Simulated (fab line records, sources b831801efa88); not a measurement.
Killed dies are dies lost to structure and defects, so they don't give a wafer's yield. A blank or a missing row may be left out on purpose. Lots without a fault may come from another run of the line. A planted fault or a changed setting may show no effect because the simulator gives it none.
Split-lot experiment | flow gf180mcu | 5 lots, 23 wafers read, on a route of 602 steps

THE SPLIT
At GF_V2_SPUTTER_22 (material TiN, target thk 10 nm, time 40 s), the setting power_w was moved away from the recipe's 4000 W on 10 of the 23 wafers read, by -9.9% to -4.1%. The other wafers ran this setting at the recipe's value.

The reading is taken at the split's own step.

THE READING
TiN_of_V2_SPUTTER_22.thk_nm (the simulator's own value, which no gauge read), in nm, at GF_V2_SPUTTER_22 (material TiN, target thk 10 nm, time 40 s). The file gives no usual value for it. The 13 wafers here that ran the recipe average 10.161 nm, standard deviation 0.2 nm.

wafer  | tool, chamber at the split | power_w as run, W | against the recipe | TiN_of_V2_SPUTTER_22.thk_nm, nm | against lot-mates on the recipe
L079.1 | pvd_sputter-03, -          | 4000              | recipe             | 10.22                           | -
L079.3 | pvd_sputter-03, -          | 3836              | -4.1%              | 9.677                           | -0.513
L079.4 | pvd_sputter-03, -          | 4000              | recipe             | 10.17                           | -
L079.5 | pvd_sputter-03, -          | 4000              | recipe             | 10.18                           | -
L079.6 | pvd_sputter-03, -          | 3836              | -4.1%              | 9.591                           | -0.599
L081.1 | pvd_sputter-02, -          | 4000              | recipe             | 10.37                           | -
L081.2 | pvd_sputter-02, -          | 3772              | -5.7%              | 9.711                           | -0.674
L081.3 | pvd_sputter-02, -          | 3772              | -5.7%              | 9.671                           | -0.714
L081.5 | pvd_sputter-02, -          | 3772              | -5.7%              | 9.752                           | -0.633
L081.6 | pvd_sputter-02, -          | 4000              | recipe             | 10.4                            | -
L080.1 | pvd_sputter-02, -          | 4000              | recipe             | 9.84                            | -
L080.2 | pvd_sputter-02, -          | 4000              | recipe             | 9.995                           | -
L080.3 | pvd_sputter-02, -          | 3603              | -9.9%              | 9.003                           | -0.915
L080.4 | pvd_sputter-02, -          | 3603              | -9.9%              | 9.089                           | -0.829
L080.5 | pvd_sputter-02, -          | 3603              | -9.9%              | 8.97                            | -0.947
L082.1 | pvd_sputter-02, -          | 3794              | -5.1%              | 9.804                           | -0.553
L082.2 | pvd_sputter-02, -          | 4000              | recipe             | 10.35                           | -
L082.3 | pvd_sputter-02, -          | 3794              | -5.1%              | 9.775                           | -0.582
L082.4 | pvd_sputter-02, -          | 4000              | recipe             | 10.41                           | -
L082.5 | pvd_sputter-02, -          | 4000              | recipe             | 10.31                           | -
L085.3 | pvd_sputter-02, -          | 4000              | recipe             | 9.892                           | -
L085.4 | pvd_sputter-02, -          | 4000              | recipe             | 10.1                            | -
L085.6 | pvd_sputter-02, -          | 4000              | recipe             | 9.862                           | -

THE FIT
A straight line over all 23 wafers: TiN_of_V2_SPUTTER_22.thk_nm changes by +0.106 nm for each +1% of power_w; r = +0.91; the points scatter about the line by 0.18 nm.
The same after taking each lot's own level away (the mean of its wafers on the recipe; 23 wafers): +0.0982 nm for each +1%; r = +0.97; scatter 0.089 nm.
On that fit, the largest move of power_w shifts the reading by 0.97 nm.
The lots' own levels span 9.9175 to 10.3850 nm, that is 2.3 times the standard deviation above.
So the lot-to-lot level changes the slope little: the two slopes agree.
Check: with one of the wafers moved furthest among these (-9.9%) left out of the fit, the line predicts -1.02 nm for it against its lot-mates. It came out at -0.915 nm against them.

OTHER SPLITS ON THESE WAFERS
These wafers also went through other splits before the reading. Each is held against what the fit with the lots' levels taken away leaves over:
other split on the same wafers   | wafers away from the commonest value | r with TiN_of_V2_SPUTTER_22.thk_nm (lot level and that fit taken away)
GF_SALICIDE_SPUTTER_02 time_s    | 7                                    | +0.41
GF_CONTACT_CVD_00 sih4_flow_sccm | 6                                    | -0.32
GF_CONTACT_PEB_12 peb_time_s     | 7                                    | +0.16
GF_M1_SPUTTER_04 power_w         | 5                                    | +0.28
GF_M2_SPUTTER_00 time_s          | 8                                    | -0.09

THE FILE'S OWN FIT
TiN_of_V2_SPUTTER_22.thk_nm changes by +0.103 nm for each +1% of power_w, r = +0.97.
